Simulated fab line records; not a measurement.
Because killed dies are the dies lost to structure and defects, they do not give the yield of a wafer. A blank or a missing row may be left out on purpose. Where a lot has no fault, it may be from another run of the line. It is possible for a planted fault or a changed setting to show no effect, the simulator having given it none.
A struck lot beside a sound one / flow sky130 / 15 out of 708 route steps
Sound: these wafers, L331.1, L331.2, L331.5. Wafers struck: L341.3, L341.5, L341.6. The cause is named last.
For every step that has rows: the tool of each side, followed by ch and its chambers, followed by its first start. Under that, the readings that differ: sound wafers / struck wafers / difference of the means / sigmas: that difference in standard deviations of wafers without a fault.
alike: words and numbers the same on both sides, and readings whose means are apart by under 2 such deviations; not compared: readings that were withheld, readings missing a value for some wafer, numbers with overlapping values and no deviation given by the record, and bounds like >300 which may hide the same value.
The two part at a step that has a row with sigmas, a row that says differs or no value, or rows on one side only. Numbers that don't overlap but have no deviation are shown without sigmas and don't part them. A reading that every wafer of one side lacks parts them only if that side has two wafers or more.

first, 1 step without rows for these wafers: SKY_VT_ADJUST_HVTR_IMPLANT_09.
SKY_VT_ADJUST_HVTR_STRIP_10: strips in O2/N2.
  sound on plasma_asher-02 ch 0,1, day 11 16:18; struck on plasma_asher-02 ch 0,1, day 15 12:20
  alike: drypump_motor_current_A, oes_product_au, strip_time_to_endpoint_s
  not compared: rf_hours_counter_h
SKY_VT_ADJUST_HVTR_TW_MEAS_11:
  sound on film_metro-02, day 11 16:24; struck on film_metro-04, day 15 12:25
reading=VT_ADJUST_HVTR_TW; sound=210.5 209.8 211.6; struck=216.9 216.5 216.9; difference=+6.1; sigmas=+3
then, 7 steps without rows for these wafers: SKY_VT_ADJUST_PCH_DEHYDRATE_00 (time 60 s); SKY_VT_ADJUST_PCH_HMDS_01 (prime time 60 s); SKY_VT_ADJUST_PCH_COAT_02 (resist thk 3000 nm); SKY_VT_ADJUST_PCH_SOFTBAKE_03; SKY_VT_ADJUST_PCH_EXPOSE_04 (exposes mask NWM, target cd 840 nm); SKY_VT_ADJUST_PCH_PEB_05; SKY_VT_ADJUST_PCH_DEVELOP_06 (develop time 60 s).
SKY_VT_ADJUST_PCH_OVL_MEAS_07:
  sound on overlay-01, day 12 16:53; struck on overlay-01, day 16 16:00
  alike: VT_ADJUST_PCH_OVL
following that, these wafers have no rows for 1 step: SKY_VT_ADJUST_PCH_IMPLANT_08.
SKY_VT_ADJUST_PCH_STRIP_09: strips in O2/N2.
  sound on plasma_asher-04 ch 0,1, day 12 17:05; struck on plasma_asher-04 ch 0,1, day 16 16:13
reading=oes_product_au (a.u.); sound=0.728 0.716 0.721; struck=0.668 0.675 0.674; difference=-0.049; sigmas=-9
reading=strip_time_to_endpoint_s (s); sound=36.97 36.92 37.04; struck=41.13 41.11 41.20; difference=+4.17; sigmas=+43
  alike: drypump_motor_current_A
  not compared: rf_hours_counter_h
SKY_VT_ADJUST_PCH_TW_MEAS_10:
  sound on film_metro-01, day 12 17:11; struck on film_metro-04, day 16 16:18
reading=VT_ADJUST_PCH_TW; sound=140.3 141.5 139.7; struck=146.5 146.4 146.3; difference=+5.9; sigmas=+2
-- here the record skips 34 days between the struck wafers' starts before and after, leaving off in module VT_ADJUST_PCH and picking up in module PAD_OPEN (first step shown: number 708 of the route) --
SKY_PAD_OPEN_PROBE_99:
  sound on prober-01, day 47 18:10; struck on prober-02, day 50 12:10
  alike: killed_at_M0_to_M3, killed_at_M4_up, killed_at_contacts, killed_at_front_end, killed_at_other, killed_dies, killed_open, killed_short

WHERE THEY PART
First at SKY_VT_ADJUST_HVTR_TW_MEAS_11; last, within this record, at SKY_VT_ADJUST_PCH_TW_MEAS_10. Later steps at which nothing parts them and some readings are alike: SKY_PAD_OPEN_PROBE_99.

WHY: the cause the simulator had injected
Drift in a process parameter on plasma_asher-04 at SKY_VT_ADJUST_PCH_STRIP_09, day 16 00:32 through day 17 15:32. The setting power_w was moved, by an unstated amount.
